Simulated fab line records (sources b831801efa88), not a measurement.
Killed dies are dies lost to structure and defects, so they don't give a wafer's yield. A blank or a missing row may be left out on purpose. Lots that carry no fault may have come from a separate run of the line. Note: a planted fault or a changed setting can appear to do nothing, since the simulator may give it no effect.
Chamber matching + flow gf180mcu + pecvd-01 running GF_SAB_CVD_00: 3 sister chambers
The step deposits SiO2 from TEOS, target thk 50 nm, time 4.9302 s. 6 wafers are shown with their chamber, then 7 later ones without.

WAFERS WITH THEIR CHAMBER
| wafer  | chamber | heater power w (W) | heater power outer w (W) |
|--------|---------|--------------------|--------------------------|
| L797.1 | 1       | 582                | 341                      |
| L809.1 | 2       | 509                | 300                      |
| L809.2 | 0       | 524                | 316                      |
| L809.5 | 0       | 521                | 307                      |
| L815.1 | 1       | 606                | 382                      |
| L815.2 | 2       | 516                | 312                      |

WAFERS WITH NO CHAMBER GIVEN
| wafer  | heater power w (W) | heater power outer w (W) |
|--------|--------------------|--------------------------|
| L815.5 | 623                | 374                      |
| L816.1 | 587                | 353                      |
| L816.4 | 581                | 368                      |
| L816.5 | 558                | 357                      |
| L817.2 | 594                | 368                      |
| L817.3 | 569                | 354                      |
| L817.4 | 569                | 360                      |

THE CHAMBER EACH PASSED THROUGH
| wafer  | from the rows above          | in truth                   |
|--------|------------------------------|----------------------------|
| L815.5 | 1                            | 1                          |
| L816.1 | 1                            | 1                          |
| L816.4 | 1                            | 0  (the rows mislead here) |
| L816.5 | can't be placed: 1 or 0 or 2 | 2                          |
| L817.2 | 1                            | 1                          |
| L817.3 | 1                            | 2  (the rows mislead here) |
| L817.4 | 1                            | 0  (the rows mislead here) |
3 of 7 placed correctly. Can't be placed from these rows: 1 (the true chamber is among the candidates in 1). Placed wrongly: 3.
How it was worked out, from the rows above alone: a wafer's distance from a chamber is the root of the sum, over the readings, of the square of ((its reading less the chamber's mean) divided by the reading's scatter). The wafer belongs to the nearest chamber; if the next one is less than 2 further off, it can't be placed. For every chamber, the mean is computed from those of its wafers that are shown. The scatter is the square root of a quotient: the sum, over the shown wafers, of each reading's squared deviation from its chamber's mean, divided by wafers minus chambers.
